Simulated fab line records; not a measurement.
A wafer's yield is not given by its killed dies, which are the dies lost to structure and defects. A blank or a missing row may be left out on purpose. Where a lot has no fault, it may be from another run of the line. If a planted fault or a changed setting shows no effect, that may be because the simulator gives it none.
What tool caused it? || flow gf180mcu || 13 lots, 39 wafers sampled, at 4 steps of a route of 602

## WHAT THE GAUGES SHOWED, per wafer
GF_NSD_TW_MEAS_12. Usual: NSD_TW gives 4246 (standard deviation 44).
{"lot": "L241", "measured": "day 13 07:31", "on": "film-metro-04", "NSD_TW": "4232 4222 4215", "flag": ""}
{"lot": "L242", "measured": "day 13 16:43", "on": "film-metro-01", "NSD_TW": "4278 4263 4266", "flag": ""}
{"lot": "L244", "measured": "day 14 08:35", "on": "film-metro-04", "NSD_TW": "4241 4229 4219", "flag": ""}
{"lot": "L245", "measured": "day 14 12:56", "on": "film-metro-04", "NSD_TW": "4221 4215 4245", "flag": ""}
{"lot": "L247", "measured": "day 15 06:10", "on": "film-metro-01", "NSD_TW": "4356 4354 4348", "flag": ""}
{"lot": "L251", "measured": "day 16 14:51", "on": "film-metro-02", "NSD_TW": "4222 4196 4221", "flag": ""}
{"lot": "L254", "measured": "day 17 11:28", "on": "film-metro-01", "NSD_TW": "4319 4275 4312", "flag": ""}
{"lot": "L258", "measured": "day 19 11:49", "on": "film-metro-01", "NSD_TW": "4281 4267 4248", "flag": ""}
{"lot": "L260", "measured": "day 19 19:23", "on": "film-metro-04", "NSD_TW": "4227 4216 4225", "flag": ""}
{"lot": "L261", "measured": "day 20 05:44", "on": "film-metro-04", "NSD_TW": "4226 4220 4208", "flag": ""}
{"lot": "L262", "measured": "day 20 20:49", "on": "film-metro-01", "NSD_TW": "4284 4298 4319", "flag": ""}
{"lot": "L264", "measured": "day 21 06:30", "on": "film-metro-02", "NSD_TW": "4183 4202 4195", "flag": ""}
{"lot": "L263", "measured": "day 21 09:40", "on": "film-metro-02", "NSD_TW": "4228 4228 4207", "flag": ""}

GF_SAB_CD_MEAS_09 targets a cd of 420 nm. Usual: cd-nm 419.5 nm, standard deviation 2.6.
{"lot": "L241", "measured": "day 15 01:12", "on": "cd-sem-02", "cd-nm (nm)": "421.7 420.4 420.4", "flag": ""}
{"lot": "L242", "measured": "day 15 11:20", "on": "cd-sem-01", "cd-nm (nm)": "419.7 420.3 421.3", "flag": ""}
{"lot": "L244", "measured": "day 16 03:56", "on": "cd-sem-02", "cd-nm (nm)": "420.6 423.6 420.3", "flag": ""}
{"lot": "L245", "measured": "day 16 08:49", "on": "cd-sem-02", "cd-nm (nm)": "421.0 419.3 418.0", "flag": ""}
{"lot": "L247", "measured": "day 17 03:31", "on": "cd-sem-01", "cd-nm (nm)": "420.1 420.0 418.7", "flag": ""}
{"lot": "L251", "measured": "day 18 13:40", "on": "cd-sem-02", "cd-nm (nm)": "420.4 421.7 421.2", "flag": ""}
{"lot": "L254", "measured": "day 19 11:46", "on": "cd-sem-01", "cd-nm (nm)": "414.7 416.2 417.4", "flag": ""}
{"lot": "L258", "measured": "day 21 12:01", "on": "cd-sem-01", "cd-nm (nm)": "420.6 419.4 420.6", "flag": ""}
{"lot": "L260", "measured": "day 21 19:43", "on": "cd-sem-02", "cd-nm (nm)": "419.7 419.2 419.2", "flag": ""}
{"lot": "L261", "measured": "day 22 06:15", "on": "cd-sem-02", "cd-nm (nm)": "419.0 418.8 420.3", "flag": ""}
{"lot": "L262", "measured": "day 22 19:53", "on": "cd-sem-02", "cd-nm (nm)": "420.9 418.3 419.1", "flag": ""}
{"lot": "L264", "measured": "day 23 06:03", "on": "cd-sem-01", "cd-nm (nm)": "416.2 415.2 413.5", "flag": ""}
{"lot": "L263", "measured": "day 23 07:55", "on": "cd-sem-01", "cd-nm (nm)": "420.3 420.7 419.5", "flag": ""}

GF_CONTACT_THK_MEAS_01. Usual: CONTACT_CVD_00_THK gives 299 nm (standard deviation 3.7).
{"lot": "L241", "measured": "day 15 02:17", "on": "film-metro-02", "CONTACT_CVD_00_THK (nm)": "299 302 298", "flag": ""}
{"lot": "L242", "measured": "day 15 12:26", "on": "film-metro-03", "CONTACT_CVD_00_THK (nm)": "297 298 296", "flag": ""}
{"lot": "L244", "measured": "day 16 05:00", "on": "film-metro-03", "CONTACT_CVD_00_THK (nm)": "294 301 304", "flag": ""}
{"lot": "L245", "measured": "day 16 09:53", "on": "film-metro-04", "CONTACT_CVD_00_THK (nm)": "301 297 300", "flag": ""}
{"lot": "L247", "measured": "day 17 04:36", "on": "film-metro-02", "CONTACT_CVD_00_THK (nm)": "303 302 301", "flag": ""}
{"lot": "L251", "measured": "day 18 14:43", "on": "film-metro-02", "CONTACT_CVD_00_THK (nm)": "151 146 148", "flag": "OFF"}
{"lot": "L254", "measured": "day 19 12:50", "on": "film-metro-03", "CONTACT_CVD_00_THK (nm)": "146 149 144", "flag": "OFF"}
{"lot": "L258", "measured": "day 21 13:05", "on": "film-metro-04", "CONTACT_CVD_00_THK (nm)": "301 300 298", "flag": ""}
{"lot": "L260", "measured": "day 21 20:48", "on": "film-metro-02", "CONTACT_CVD_00_THK (nm)": "308 304 298", "flag": ""}
{"lot": "L261", "measured": "day 22 07:19", "on": "film-metro-02", "CONTACT_CVD_00_THK (nm)": "303 301 299", "flag": ""}
{"lot": "L262", "measured": "day 22 20:58", "on": "film-metro-03", "CONTACT_CVD_00_THK (nm)": "295 297 296", "flag": ""}
{"lot": "L264", "measured": "day 23 07:08", "on": "film-metro-04", "CONTACT_CVD_00_THK (nm)": "299 297 299", "flag": ""}
{"lot": "L263", "measured": "day 23 08:58", "on": "film-metro-04", "CONTACT_CVD_00_THK (nm)": "302 298 299", "flag": ""}

## WHICH TOOL RAN EACH LOT (tool, then ch and the chambers of the sampled wafers, then the start)
{"lot": "L241", "GF_CONTACT_CVD_00": "hdpcvd-02 ch 0,1,2, day 15 02:14"}
{"lot": "L242", "GF_CONTACT_CVD_00": "hdpcvd-01 ch 0,2, day 15 12:23"}
{"lot": "L244", "GF_CONTACT_CVD_00": "hdpcvd-01 ch 0,1,2, day 16 04:58"}
{"lot": "L245", "GF_CONTACT_CVD_00": "hdpcvd-02 ch 1,2, day 16 09:50"}
{"lot": "L247", "GF_CONTACT_CVD_00": "hdpcvd-02 ch 0,1,2, day 17 04:32"}
{"lot": "L251", "GF_CONTACT_CVD_00": "hdpcvd-01 ch 0,1,2, day 18 14:40"}
{"lot": "L254", "GF_CONTACT_CVD_00": "hdpcvd-01 ch 0,2, day 19 12:47"}
{"lot": "L258", "GF_CONTACT_CVD_00": "hdpcvd-02 ch 0,1,2, day 21 13:03"}
{"lot": "L260", "GF_CONTACT_CVD_00": "hdpcvd-01 ch 0,1,2, day 21 20:46"}
{"lot": "L261", "GF_CONTACT_CVD_00": "hdpcvd-01 ch 1,2, day 22 07:17"}
{"lot": "L262", "GF_CONTACT_CVD_00": "hdpcvd-01 ch 1,2, day 22 20:56"}
{"lot": "L264", "GF_CONTACT_CVD_00": "hdpcvd-01 ch 0,1,2, day 23 07:05"}
{"lot": "L263", "GF_CONTACT_CVD_00": "hdpcvd-01 ch 1,2, day 23 08:53"}
- GF_CONTACT_CVD_00: deposits SiO2, target thk 300 nm, time 50 s.

## AS READ BY THE TOOLS THEMSELVES (means over the sampled wafers that have a number; for cases with no such wafer, the mark the record gives instead)
GF_CONTACT_CVD_00. Usual: sih4-flow-sccm 59.96 sccm, standard deviation 0.19.
{"lot": "L241", "tool": "hdpcvd-02", "sih4-flow-sccm (sccm)": 59.93, "flag": ""}
{"lot": "L242", "tool": "hdpcvd-01", "sih4-flow-sccm (sccm)": 59.96, "flag": ""}
{"lot": "L244", "tool": "hdpcvd-01", "sih4-flow-sccm (sccm)": 60.12, "flag": ""}
{"lot": "L245", "tool": "hdpcvd-02", "sih4-flow-sccm (sccm)": 59.75, "flag": ""}
{"lot": "L247", "tool": "hdpcvd-02", "sih4-flow-sccm (sccm)": 59.95, "flag": ""}
{"lot": "L251", "tool": "hdpcvd-01", "sih4-flow-sccm (sccm)": 29.82, "flag": "OFF"}
{"lot": "L254", "tool": "hdpcvd-01", "sih4-flow-sccm (sccm)": 30.01, "flag": "OFF"}
{"lot": "L258", "tool": "hdpcvd-02", "sih4-flow-sccm (sccm)": 59.85, "flag": ""}
{"lot": "L260", "tool": "hdpcvd-01", "sih4-flow-sccm (sccm)": 59.91, "flag": ""}
{"lot": "L261", "tool": "hdpcvd-01", "sih4-flow-sccm (sccm)": 59.88, "flag": ""}
{"lot": "L262", "tool": "hdpcvd-01", "sih4-flow-sccm (sccm)": 60.10, "flag": ""}
{"lot": "L264", "tool": "hdpcvd-01", "sih4-flow-sccm (sccm)": 59.90, "flag": ""}
{"lot": "L263", "tool": "hdpcvd-01", "sih4-flow-sccm (sccm)": 59.96, "flag": ""}

## THE ANSWER, worked out from the rows above alone
Rule: take the mean of a lot's wafers that have a number; if it is more than 3 standard deviations from the usual mean, the lot is off. Also off: a lot with no number at a reading for which 4 or more lots have one. All remaining lots with rows at the step are treated as sound. After the gauges, taken in route order, come the tools' own readings; for these a lot's mean is taken, as printed above. At the first step where some lot is off, the reading lying furthest off is the one used; lots without a number count as furthest.
Off: at GF_CONTACT_THK_MEAS_01 (CONTACT_CVD_00_THK), L251, L254.
A tool fits if, at a process step before that reading, it ran every lot that is off, and no sound lot after the first of them. The gauges at GF_CONTACT_THK_MEAS_01 aren't tried: what is off there is off at GF_CONTACT_CVD_00 too, on other tools, and a gauge's error can't cause that. None of those tried fits.

## WHAT WAS PUT IN BY THE SIMULATOR
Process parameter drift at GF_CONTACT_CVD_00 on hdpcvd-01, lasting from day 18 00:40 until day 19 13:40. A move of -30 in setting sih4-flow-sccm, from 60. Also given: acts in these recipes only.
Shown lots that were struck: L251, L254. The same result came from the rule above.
